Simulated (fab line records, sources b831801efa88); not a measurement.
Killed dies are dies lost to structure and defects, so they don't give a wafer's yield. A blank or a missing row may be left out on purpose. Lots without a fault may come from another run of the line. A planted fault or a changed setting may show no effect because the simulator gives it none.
Problem report in the 8D (eight disciplines) form, filled by code | flow sky130 | the parts of the form that need people (team, actions taken, sign-off) are left out

1. THE PROBLEM
killed_at_front_end at SKY_PAD_OPEN_PROBE_99 reads a mean of 76 on 3 wafers of 2 lots; wafers without a fault read 16 with a standard deviation of 5.2. That is +12 standard deviations from the usual mean.
First seen on wafer L604.2, day 51 07:00, on prober-01. The record holds 36 wafers of 12 lots with a number at this step. Rule for "out", or "out of limits": more than 4 standard deviations from the usual mean. The other wafers with a number count as sound.

2. WHAT IT IS AND WHAT IT IS NOT
question                    | is                     | is not
which readings at this step | killed_at_front_end    | killed_at_M0_to_M3, killed_at_M4_up, killed_at_other, killed_on_rim, killed_short
which lots                  | L603, L604             | L582, L583, L584, L586, L588, L589, L593, L594, L595, L596
which wafers of those lots  | L603.1, L604.2, L604.5 | L603.2, L603.4, L604.1
read on which tools         | prober-01, prober-02   | -
when                        | from day 51 07:00      | up to then (31 sound wafers); but 2 sound wafers of L603 came after

3. SUSPECTS, AND WHAT RULES EACH OUT
Counting: a tool at a process step up to the reading stays a suspect if it ran every lot that is out. Sound lots after the first of them don't rule it out here, since some wafers of a struck lot are sound.
- plasma_asher-02 at SKY_LDD_HVN_STRIP_09 (strips in O2/N2): kept. It ran every lot that is out, first L604 (day 28 15:31); its last sound lot up to then is L589 (day 23 21:13).
- pvd_sputter-03 at SKY_METAL4_SPUTTER_04 (material TiN, target thk 70 nm, time 58.3 s): kept. It ran every lot that is out, first L604 (day 46 06:11); its last sound lot up to then is L594 (day 44 08:35).
- cmp-01 at SKY_VIA4_CMP_21 (polishes, stops on SiO2, t overpolish 25 s, target thk 0 nm): kept. It ran every lot that is out, first L604 (day 48 22:50); its last sound lot up to then is L595 (day 47 10:47).
- Within plasma_asher-02 at SKY_LDD_HVN_STRIP_09: the wafers that are out ran in chamber 1; their sound lot-mates ran in chamber 0.
Left after counting: plasma_asher-02 at SKY_LDD_HVN_STRIP_09, pvd_sputter-03 at SKY_METAL4_SPUTTER_04, cmp-01 at SKY_VIA4_CMP_21.

4. THE CAUSE (what the simulator had put in)
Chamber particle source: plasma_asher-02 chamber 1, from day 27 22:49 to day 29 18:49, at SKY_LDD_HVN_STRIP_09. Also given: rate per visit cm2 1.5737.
Counting left 3 suspects, and this tool is among them.

5. THE CHAIN OF EFFECTS, in route order
Each row: a reading whose mean over the struck wafers that have a number lies more than 3 standard deviations from the usual. Only readings for which the record gives a usual standard deviation are gone through. hours: the time from each lot's start at the first step in this table that gives one to its start at this step, as a median over the lots. sigmas: the change in usual standard deviations.
hours | step                  | reading             | usual | on struck wafers | change | sigmas
0     | SKY_PAD_OPEN_PROBE_99 | killed_at_front_end | 16    | 76               | +60    | +12
0     | SKY_PAD_OPEN_PROBE_99 | killed_dies         | 88    | 137              | +49    | +4.9
The process steps in it:
- SKY_PAD_OPEN_PROBE_99

6. WHAT WOULD HAVE CAUGHT IT SOONER
In this record the first reading out of limits was taken at day 51 07:00, 560 hours after the fault began at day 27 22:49.
Of the tool readings at SKY_LDD_HVN_STRIP_09 for which the record gives a usual standard deviation, none was out on any struck wafer, so an alarm limit of 4 standard deviations on them would not have fired.
All the lots that are out (2) had begun SKY_LDD_HVN_STRIP_09 on plasma_asher-02 by day 51 07:00. A hold on the tool at that time would have spared none of them.
